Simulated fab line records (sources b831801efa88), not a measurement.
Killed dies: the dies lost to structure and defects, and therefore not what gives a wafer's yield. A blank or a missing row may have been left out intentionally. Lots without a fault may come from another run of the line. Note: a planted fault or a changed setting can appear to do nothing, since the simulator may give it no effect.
fab line records    flow sky130
record lots=6  wafers=18  last-day=50
route steps=708 shown VIA3@588 METAL4@598 PAD_OPEN@708
lots that met no fault: from a run of the same line without faults
start-h: the number of hours between the record's first day and the start of the first shown wafer of the lot    wait-h: hours from the lot's prior step to this one    " unchanged from the row above    L1.1+2: a row that stands for several wafers    - no value, or no start given    * or withheld: withheld    < > ~ a bound
route shown NAME@n: NAME is a module with steps in the file, n the number in the route of the first one    usual: the fault-free wafers' mean and standard deviation    same: alike in all rows    chamber/n: place in a boat    sites: per-site readings    _std_site: how widely they spread, as a standard deviation    _edge_site: outer sites' mean less inner sites'    radius-mm: for every site, how far away it sits from the centre of the wafer    mask NAME#n: copy n    behind: the most recent tool/chamber to have shaped the wafer    hold: what put the lot on hold/how long, in hours/how the hold closed    device: transistor that didn't switch, given as n, p or np    end of line: at the end of the route, the tests of the same wafers    a step given without rows: its recipe and nothing more    killed: dies lost to structure and defects at the first sort, not the wafer's yield    map: per-die view of a wafer (x killed, . not killed, _ where there is no die)
set.NAME: setting as actually run; set.NAME@STEP: the setting as run at that earlier step    model.NAME: the simulator's own value behind a step, which no gauge read
lots at selected steps of the route; one table per step, one row per wafer
services: the hour from which a tool's chamber was out of use, counted from the record's first day as start-h (under 0 if before that day), plus the number of hours and why
## steps
# step SKY_VIA3_ETCH_15
# recipe target=SiO2  chemistry=C4F8/O2/Ar  target-depth-nm=507  stop-on=TiN  mask-material=KrF-thick  source-w=1500  bias-w=1200  pressure-mtorr=40  c4f8-flow-sccm=withheld  O2_flow_sccm=6  Ar_flow_sccm=300  time-s=78
# usual oes-product-au=0.946/0.005
lot.wafer  tool         chamber  start-h  wait-h  oes-product-au  rf-hours-counter-h
L197.3     rie-diel-01  1        1014.79  0.0     0.943           5
L197.4     "            3        "        "       0.946           11
L197.5     "            2        "        "       0.944           -
L199.1     rie-diel-04  2        1021.74  0.0     0.952           14
L199.3     "            0        "        "       0.945           21
L199.5     "            2        "        "       0.947           -
L203.3     rie-diel-02  3        1057.62  0.0     0.938           0
L203.5     "            1        "        "       0.949           -
L203.6     "            2        "        "       0.937           -
L205.1     rie-diel-01  1        1063.39  0.0     0.946           6
L205.4     "            2        "        "       0.949           22
L205.6     "            0        "        "       0.947           -
L207.2     rie-diel-01  1        1079.05  0.0     0.954           7
L207.3     "            3        "        "       0.953           13
L207.5     "            2        "        "       0.950           -
L209.3     rie-diel-04  0        1084.90  0.0     0.940           23
L209.5     "            1        "        "       0.937           -
L209.6     "            2        "        "       0.940           -
# step SKY_VIA3_STRIP_16
# recipe chemistry=O2/N2  power-w=1400  pressure-mtorr=1500  platen-temp-c=withheld  o2-flow-sccm=3000  n2-flow-sccm=300  overash-fraction=0.5
# step SKY_VIA3_STRIP_17
# recipe chemistry=post-etch-residue-remover  time-s=1200  temp-c=72.5
# step SKY_VIA3_CLEAN_18
# recipe chemistry=IPA  time-s=180  temp-c=25
# step SKY_VIA3_CLEAN_19
# recipe chemistry=O3/DIW  dry=n2-spin
# step SKY_VIA3_SPUTTER_20
# recipe material=TiN  target-thk-nm=20  chamber-pressure-pa=5  power-w=4000  time-s=80
# usual chamber-pressure-pa=5.000/0.011  throttle-valve-pct=30.1/1.2
lot.wafer  tool            chamber  start-h  wait-h  chamber-pressure-pa  throttle-valve-pct
L197.3     pvd-sputter-04  -        1015.47  0.0     5.012                32.6
L197.4     "               -        "        "       5.005                28.6
L197.5     "               -        "        "       5.001                27.3
L199.1     pvd-sputter-01  -        1022.39  0.0     5.003                31.3
L199.3     "               -        "        "       4.978                30.3
L199.5     "               -        "        "       5.002                29.8
L203.3     pvd-sputter-01  -        1058.31  0.0     5.017                31.2
L203.5     "               -        "        "       5.003                29.9
L203.6     "               -        "        "       5.014                31.1
L205.1     pvd-sputter-04  -        1064.09  0.0     5.018                32.4
L205.4     "               -        "        "       4.992                27.2
L205.6     "               -        "        "       4.994                32.3
L207.2     pvd-sputter-01  -        1079.74  0.0     4.996                29.7
L207.3     "               -        "        "       4.995                31.1
L207.5     "               -        "        "       4.993                31.1
L209.3     pvd-sputter-04  -        1085.55  0.0     4.995                28.8
L209.5     "               -        "        "       4.996                28.7
L209.6     "               -        "        "       5.004                32.2
# step SKY_VIA3_CVD_21
# recipe material=W  target-thk-nm=390  time-s=117.31  temp-c=400  pressure-torr=40
# usual heater-power-w=917/97  susceptor-temp-C=399.97/0.2
lot.wafer  tool      chamber  start-h  wait-h  heater-power-w  susceptor-temp-C
L197.3     cvd-w-02  1        1015.58  0.1     938             400.10
L197.4     "         0        "        "       1002            400.14
L197.5     "         1        "        "       947             399.99
L199.1     cvd-w-01  1        1022.45  0.0     970             400.09
L199.3     "         0        "        "       754             399.89
L199.5     "         1        "        "       998             399.86
L203.3     cvd-w-02  0        1058.41  0.1     1013            399.90
L203.5     "         1        "        "       933             400.22
L203.6     "         0        "        "       972             399.75
L205.1     cvd-w-01  0        1064.15  0.0     753             399.60
L205.4     "         1        "        "       1020            400.17
L205.6     "         1        "        "       988             400.11
L207.2     cvd-w-01  1        1079.80  0.0     995             400.33
L207.3     "         0        "        "       756             399.72
L207.5     "         0        "        "       763             400.08
L209.3     cvd-w-01  0        1085.65  0.1     773             399.96
L209.5     "         1        "        "       1003            400.32
L209.6     "         0        "        "       753             399.87
# step SKY_VIA3_RS_MEAS_22
# recipe thk-meas-gauge=four-point-probe  reads=W_of_VIA3_CVD_21+TiN_of_VIA3_SPUTTER_20
# usual VIA3_W_RS=0.292/0.0047
lot.wafer  tool           chamber  start-h  wait-h  VIA3_W_RS[ohm/sq]
L197.3     film-metro-03  -        1015.70  0.1     0.284
L197.4     "              -        "        "       0.295
L197.5     "              -        "        "       0.284
L199.1     film-metro-02  -        1022.58  0.1     0.294
L199.3     "              -        "        "       0.296
L199.5     "              -        "        "       0.293
L203.3     film-metro-01  -        1058.53  0.1     0.291
L203.5     "              -        "        "       0.283
L203.6     "              -        "        "       0.293
L205.1     film-metro-03  -        1064.27  0.1     0.294
L205.4     "              -        "        "       0.292
L205.6     "              -        "        "       0.290
L207.2     film-metro-01  -        1079.94  0.1     0.296
L207.3     "              -        "        "       0.294
L207.5     "              -        "        "       0.291
L209.3     film-metro-01  -        1085.78  0.1     0.294
L209.5     "              -        "        "       0.293
L209.6     "              -        "        "       0.295
# step SKY_VIA3_THK_MEAS_23
# recipe thk-meas-gauge=xrf  reads=W_of_VIA3_CVD_21
# usual VIA3_W_THK=401/7.5
lot.wafer  tool           chamber  start-h  wait-h  VIA3_W_THK[nm]
L197.3     film-metro-03  -        1015.80  0.1     409
L197.4     "              -        "        "       395
L197.5     "              -        "        "       411
L199.1     film-metro-02  -        1022.70  0.1     402
L199.3     "              -        "        "       400
L199.5     "              -        "        "       406
L203.3     film-metro-01  -        1058.63  0.1     405
L203.5     "              -        "        "       418
L203.6     "              -        "        "       401
L205.1     film-metro-03  -        1064.39  0.1     405
L205.4     "              -        "        "       404
L205.6     "              -        "        "       404
L207.2     film-metro-01  -        1080.05  0.1     397
L207.3     "              -        "        "       403
L207.5     "              -        "        "       405
L209.3     film-metro-01  -        1085.88  0.1     404
L209.5     "              -        "        "       404
L209.6     "              -        "        "       402
# step SKY_VIA3_CMP_24
# recipe stop-on=SiO2  t-overpolish-s=20  down-force-psi=3.5  platen-rpm=60  target-thk-nm=0  pad-velocity-m-s=0.94248
# step SKY_METAL4_SPUTTER_00
# recipe material=Ti  target-thk-nm=15  power-w=3000  time-s=10  chamber-pressure-pa=0.4
# usual chamber-pressure-pa=0.4000/0.00088  throttle-valve-pct=30.2/1.3
lot.wafer  tool            chamber  start-h  wait-h  chamber-pressure-pa  throttle-valve-pct
L197.3     pvd-sputter-02  -        1016.14  0.2     0.3995               30.3
L197.4     "               -        "        "       0.4001               31.4
L197.5     "               -        "        "       0.4020               31.2
L199.1     pvd-sputter-02  -        1023.06  0.1     0.4010               31.2
L199.3     "               -        "        "       0.3988               30.5
L199.5     "               -        "        "       0.4002               30.5
L203.3     pvd-sputter-03  -        1058.97  0.2     0.4002               31.1
L203.5     "               -        "        "       0.4001               30.4
L203.6     "               -        "        "       0.3988               29.8
L205.1     pvd-sputter-02  -        1064.91  0.2     0.4006               31.6
L205.4     "               -        "        "       0.4009               31.2
L205.6     "               -        "        "       0.4005               29.3
L207.2     pvd-sputter-02  -        1080.40  0.2     0.4007               31.7
L207.3     "               -        "        "       0.4001               29.0
L207.5     "               -        "        "       0.3994               29.1
L209.3     pvd-sputter-03  -        1086.22  0.1     0.3991               29.8
L209.5     "               -        "        "       0.3987               31.1
L209.6     "               -        "        "       0.3997               30.3
# step SKY_METAL4_SPUTTER_01
# recipe material=TiN  target-thk-nm=20  power-w=6500  time-s=16.7  chamber-pressure-pa=0.4
# usual chamber-pressure-pa=0.4000/0.00074  throttle-valve-pct=30.2/1.3
lot.wafer  tool            chamber  start-h  wait-h  chamber-pressure-pa  throttle-valve-pct
L197.3     pvd-sputter-02  -        1016.16  0.0     0.3990               30.1
L197.4     "               -        "        "       0.4015               31.6
L197.5     "               -        "        "       0.3998               31.2
L199.1     pvd-sputter-02  -        1023.08  0.0     0.3984               31.4
L199.3     "               -        "        "       0.3998               30.6
L199.5     "               -        "        "       0.3994               30.6
L203.3     pvd-sputter-03  -        1058.99  0.0     0.3996               31.2
L203.5     "               -        "        "       0.4003               30.3
L203.6     "               -        "        "       0.4016               30.0
L205.1     pvd-sputter-02  -        1064.93  0.0     0.3998               31.5
L205.4     "               -        "        "       0.4000               31.6
L205.6     "               -        "        "       0.3997               29.2
L207.2     pvd-sputter-02  -        1080.43  0.0     0.4003               31.3
L207.3     "               -        "        "       0.3993               28.9
L207.5     "               -        "        "       0.3992               29.2
L209.3     pvd-sputter-03  -        1086.24  0.0     0.4007               29.8
L209.5     "               -        "        "       0.4018               31.0
L209.6     "               -        "        "       0.4008               30.5
# step SKY_METAL4_SPUTTER_02
# recipe material=AlCu  target-thk-nm=735  power-w=10600  time-s=39.1  chamber-pressure-pa=0.4
# usual chamber-pressure-pa=0.4001/0.00084  throttle-valve-pct=30.2/1.3
lot.wafer  tool            chamber  start-h  wait-h  chamber-pressure-pa  throttle-valve-pct
L197.3     pvd-sputter-02  -        1016.19  0.0     0.3994               30.5
L197.4     "               -        "        "       0.4010               31.4
L197.5     "               -        "        "       0.4007               31.2
L199.1     pvd-sputter-02  -        1023.11  0.0     0.4007               31.2
L199.3     "               -        "        "       0.4006               30.7
L199.5     "               -        "        "       0.4001               30.5
L203.3     pvd-sputter-03  -        1059.02  0.0     0.3992               31.3
L203.5     "               -        "        "       0.3995               30.3
L203.6     "               -        "        "       0.4003               29.5
L205.1     pvd-sputter-02  -        1064.96  0.0     0.4171               30.8
L205.4     "               -        "        "       0.4184               30.5
L205.6     "               -        "        "       0.4168               28.6
L207.2     pvd-sputter-02  -        1080.45  0.0     0.4168               30.9
L207.3     "               -        "        "       0.4187               28.5
L207.5     "               -        "        "       0.4186               28.7
L209.3     pvd-sputter-03  -        1086.26  0.0     0.3992               29.6
L209.5     "               -        "        "       0.4010               31.3
L209.6     "               -        "        "       0.4013               30.0
# step SKY_METAL4_SPUTTER_03
# recipe material=Ti  target-thk-nm=5  power-w=3000  time-s=3.3  chamber-pressure-pa=0.4
# step SKY_PAD_OPEN_PROBE_99
# usual defect-limited-yield=82.3/2  killed_at_M0_to_M3=45/7.5  killed_at_M4_up=3.2/1.8  killed-at-contacts=24/4.9  killed-at-front-end=15/4.4  killed-at-other=0.3/0.54  killed-dies=87/9.8  killed-open=47/6.4  killed-short=40/6.5  sort_bin_3_pad_short=0.9/0.44  sort_bin_5_function=10.5/1.5  sort_bin_6_memory=6.3/1.2  sort-n-pass=405/9.8  sort-yield-pct=82.3/2
# same gross-dies=492  killed-at-back-side=0  sort_bin_4_leakage[%]=0  sort_bin_8_speed[%]=0
lot.wafer  tool       chamber  start-h  wait-h  defect-limited-yield[%]  killed_at_M0_to_M3  killed_at_M4_up  killed-at-contacts  killed-at-front-end  killed-at-other  killed-dies  killed-open  killed-short  sort_bin_3_pad_short[%]  sort_bin_5_function[%]  sort_bin_6_memory[%]  sort-n-pass  sort-yield-pct[%]
L199.1     prober-02  -        1153.64  0.1     81.1                     57                  7                14                  15                   0                93           48           45            1.2                      11.6                    6.1                   399          81.1
L199.3     prober-02  -        1153.74  0.2     78.9                     61                  3                17                  23                   0                104          52           52            1.6                      11.8                    7.7                   388          78.9
L199.5     prober-02  -        1153.84  0.2     81.3                     56                  2                21                  13                   0                92           58           34            0.8                      11.0                    6.9                   400          81.3
# killed by level:class
L199.1 VIA1:geometric-particle:open=20 METAL1:geometric-particle:short=7 FIELD_ISO:geometric-particle:short=6 LI_CONTACT:geometric-particle:open=5 VIA2:geometric-particle:short=5 VIA3:geometric-particle:open=5 VIA1:geometric-particle:short=4 CONTACT:geometric-particle:open=4
L199.3 VIA1:geometric-particle:open=12 VIA3:geometric-particle:open=10 METAL1:geometric-particle:short=8 CONTACT:geometric-particle:open=8 SPACER:geometric-particle:short=7 VIA2:geometric-particle:open=7 VIA3:geometric-particle:short=5 VIA2:geometric-particle:short=5
L199.5 VIA1:geometric-particle:open=18 CONTACT:geometric-particle:open=9 LI_CONTACT:geometric-particle:open=8 VIA2:geometric-particle:short=7 METAL1:geometric-particle:short=6 VIA3:geometric-particle:open=5 POLY_GATE:geometric-particle:short=4 METAL2:geometric-particle:short=4
## services
tool            chamber  start-h  hours  kind
rie-diel-02     2        990.90   2.8    repair
pvd-sputter-03  -        996.32   3.9    repair
rie-diel-02     -        1004.23  1.1    repair
cvd-w-01        -        1005.71  6.9    pm
rie-diel-04     3        1008.17  2.9    repair
rie-diel-02     3        1016.16  10.6   repair
pvd-sputter-03  -        1021.40  2.0    repair
rie-diel-01     -        1021.75  2.8    pm
rie-diel-04     1        1028.47  16.6   repair
pvd-sputter-01  -        1031.02  10.1   repair
rie-diel-04     0        1036.58  1.6    repair
rie-diel-02     3        1040.19  -      clean
rie-diel-02     3        1040.19  13.8   scheduled-down
rie-diel-02     3        1040.19  13.8   vent-cycle
rie-diel-01     2        1049.82  7.2    repair
rie-diel-02     1        1057.85  10.4   repair
pvd-sputter-04  -        1070.35  13.2   repair
## key
first-sign step=SKY_METAL4_SPUTTER_02  reading=chamber-pressure-pa  direction=up  sigmas=21  usual=0.4001  struck=0.4177
effect none on later readings
met-at SKY_METAL4_SPUTTER_02
struck-wafers L205.1,L205.4,L205.6,L207.2,L207.3,L207.5
onset-between 1023.11 1064.96
fault kind=process-parameter-drift  tool=pvd-sputter-02  chamber=-  onset-h=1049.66  steps=SKY_METAL4_SPUTTER_02  channel=chamber-pressure-pa  offset=0.017338  shape=step  end-h=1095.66  acts-in=these-recipes-only  stated=0.4
